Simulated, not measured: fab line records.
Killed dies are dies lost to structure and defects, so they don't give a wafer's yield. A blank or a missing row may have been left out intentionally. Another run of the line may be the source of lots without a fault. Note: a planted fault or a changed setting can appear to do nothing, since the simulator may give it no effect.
Split-lot trial ; flow sky130 ; 5 lots, 23 wafers read, on a route of 708 steps

## SPLIT DETAILS
At SKY_VT_ADJUST_HVTR_IMPLANT_09, the setting dose_cm2 was moved away from the recipe's 2.1e+12 on 7 of the 23 wafers read, by +4.7% to +6.7%. The other wafers ran this setting at the recipe's value.

## BETWEEN THE SPLIT AND THE READING: the file shows 1 step in between
- SKY_VT_ADJUST_HVTR_STRIP_10: strips in O2/N2

## THE READING
VT_ADJUST_HVTR_TW, at SKY_VT_ADJUST_HVTR_TW_MEAS_11. On this fab line, fault-free wafers typically give 211.3 with a standard deviation of 1.1.

wafer;tool, chamber at the split;dose_cm2 as run;against the recipe;VT_ADJUST_HVTR_TW;against lot-mates on the recipe
L075.1;implanter-04, 0;2.198e+12;+4.7%;213.1;+0.6
L075.2;implanter-04, 0;2.1e+12;recipe;212.7;-
L075.3;implanter-04, 0;2.198e+12;+4.7%;215.1;+2.6
L075.5;implanter-04, 0;2.1e+12;recipe;212.5;-
L075.6;implanter-04, 0;2.1e+12;recipe;212.3;-
L076.2;implanter-01, 0;2.1e+12;recipe;209.3;-
L076.3;implanter-01, 0;2.216e+12;+5.5%;212.3;+2.9
L076.4;implanter-01, 0;2.216e+12;+5.5%;212.9;+3.5
L076.5;implanter-01, 0;2.216e+12;+5.5%;213.2;+3.8
L076.6;implanter-01, 0;2.1e+12;recipe;209.6;-
L079.3;implanter-03, 0;2.1e+12;recipe;213.6;-
L079.5;implanter-03, 0;2.1e+12;recipe;211.7;-
L079.6;implanter-03, 0;2.1e+12;recipe;212.4;-
L082.1;implanter-01, 0;2.1e+12;recipe;210.8;-
L082.2;implanter-01, 0;2.1e+12;recipe;210.6;-
L082.3;implanter-01, 0;2.241e+12;+6.7%;214.3;+3.7
L082.4;implanter-01, 0;2.241e+12;+6.7%;215.0;+4.4
L082.5;implanter-01, 0;2.1e+12;recipe;210.5;-
L084.1;implanter-01, 0;2.1e+12;recipe;212.0;-
L084.2;implanter-01, 0;2.1e+12;recipe;212.0;-
L084.4;implanter-01, 0;2.1e+12;recipe;211.3;-
L084.5;implanter-01, 0;2.1e+12;recipe;212.1;-
L084.6;implanter-01, 0;2.1e+12;recipe;211.9;-

THE FIT
A straight line over all 23 wafers: VT_ADJUST_HVTR_TW changes by +0.377 for each +1% of dose_cm2; r = +0.68; the points scatter about the line by 1.1.
The same after taking each lot's own level away (the mean of its wafers on the recipe; 23 wafers): +0.557 for each +1%; r = +0.93; scatter 0.6.
Per that fit: largest dose_cm2 move, reading shift of 3.7.
Measured against the standard deviation above, the lots' own levels, which go from 209.45 to 212.57, span 2.8 times it.
So the lot-to-lot level blurs the effect unless lot-mates are compared.
Check: +3.72 against its lot-mates is what the line predicts for one of the wafers moved furthest among these (+6.7%) when that wafer is left out of the fit. Against them it came out at +3.67.

## FURTHER SPLITS ON THESE WAFERS
Note: prior to the reading, these wafers also went through further splits. Each is held against what the fit with the lots' levels taken away leaves over:
other split on the same wafers;wafers away from the commonest value;r with VT_ADJUST_HVTR_TW (lot level and that fit taken away)
SKY_VT_ADJUST_HVTP_SOFTBAKE_03 temp_c;10;-0.18
SKY_VT_ADJUST_HVTP_IMPLANT_09 dose_cm2;7;+0.07
SKY_VT_ADJUST_LVTN_IMPLANT_08 dose_cm2;8;-0.35
SKY_VT_ADJUST_LVTN_IMPLANT_19 energy_kev;7;-0.02
SKY_VT_ADJUST_NCORE_DEVELOP_06 develop_time_s;6;-0.24

## THE FILE'S OWN FIT
VT_ADJUST_HVTR_TW changes by +0.547 for each +1% of dose_cm2, r = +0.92.
